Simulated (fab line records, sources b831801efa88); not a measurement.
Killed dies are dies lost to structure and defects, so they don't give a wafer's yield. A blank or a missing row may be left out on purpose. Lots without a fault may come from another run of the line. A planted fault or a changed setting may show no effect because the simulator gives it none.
Chamber matching | flow gf180mcu | GF_V2_CMP_26 on cmp-02: 4 sister chambers
The step polishes, stops on SiO2, t overpolish 15 s, target thk 0 nm. 8 wafers are shown with their chamber, then 10 later ones without.

WAFERS WITH THEIR CHAMBER
wafer  | chamber | motor_current_A (A) | time_to_endpoint_s (s)
L081.4 | 0       | 10.0                | 84
L084.2 | 1       | 10.4                | 89
L084.6 | 2       | 10.9                | 90
L087.3 | 3       | 10.2                | 82
L087.5 | 0       | 10.1                | 87
L087.6 | 3       | 9.6                 | 85
L088.1 | 2       | 10.7                | 84
L088.2 | 1       | 10.1                | 82

WAFERS WITHOUT THEIR CHAMBER
wafer  | motor_current_A (A) | time_to_endpoint_s (s)
L088.3 | 10.3                | 85
L089.2 | 10.8                | 83
L089.3 | 10.1                | 82
L089.6 | 10.0                | 82
L092.2 | 10.1                | 83
L092.5 | 10.6                | 84
L092.6 | 11.2                | 85
L097.1 | 10.8                | 81
L097.3 | 9.9                 | 85
L097.4 | 10.2                | 81

WHICH CHAMBER EACH WENT THROUGH
wafer  | from the rows above               | in truth
L088.3 | can't be placed: 1 or 0 or 3 or 2 | 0
L089.2 | can't be placed: 2 or 1 or 0      | 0
L089.3 | can't be placed: 3 or 0 or 1      | 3
L089.6 | can't be placed: 3 or 0 or 1      | 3
L092.2 | can't be placed: 0 or 3 or 1      | 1
L092.5 | can't be placed: 2 or 1 or 0 or 3 | 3
L092.6 | 2                                 | 2
L097.1 | can't be placed: 2 or 1 or 0 or 3 | 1
L097.3 | can't be placed: 3 or 0 or 1      | 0
L097.4 | can't be placed: 1 or 3 or 0 or 2 | 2
Placed correctly: 1 of 10. Can't be placed from these rows: 9 (the true chamber is among the candidates in 9). Placed wrongly: 0.
How it was worked out, from the rows above alone: a wafer's distance from a chamber is the root of the sum, over the readings, of the square of ((its reading less the chamber's mean) divided by the reading's scatter). The wafer belongs to the nearest chamber; if the next one is less than 2 further off, it can't be placed. A chamber's mean is the mean of its shown wafers. The scatter: the root of (the sum of the squares of (reading less its chamber's mean) over the shown wafers, divided by (wafers less chambers)).
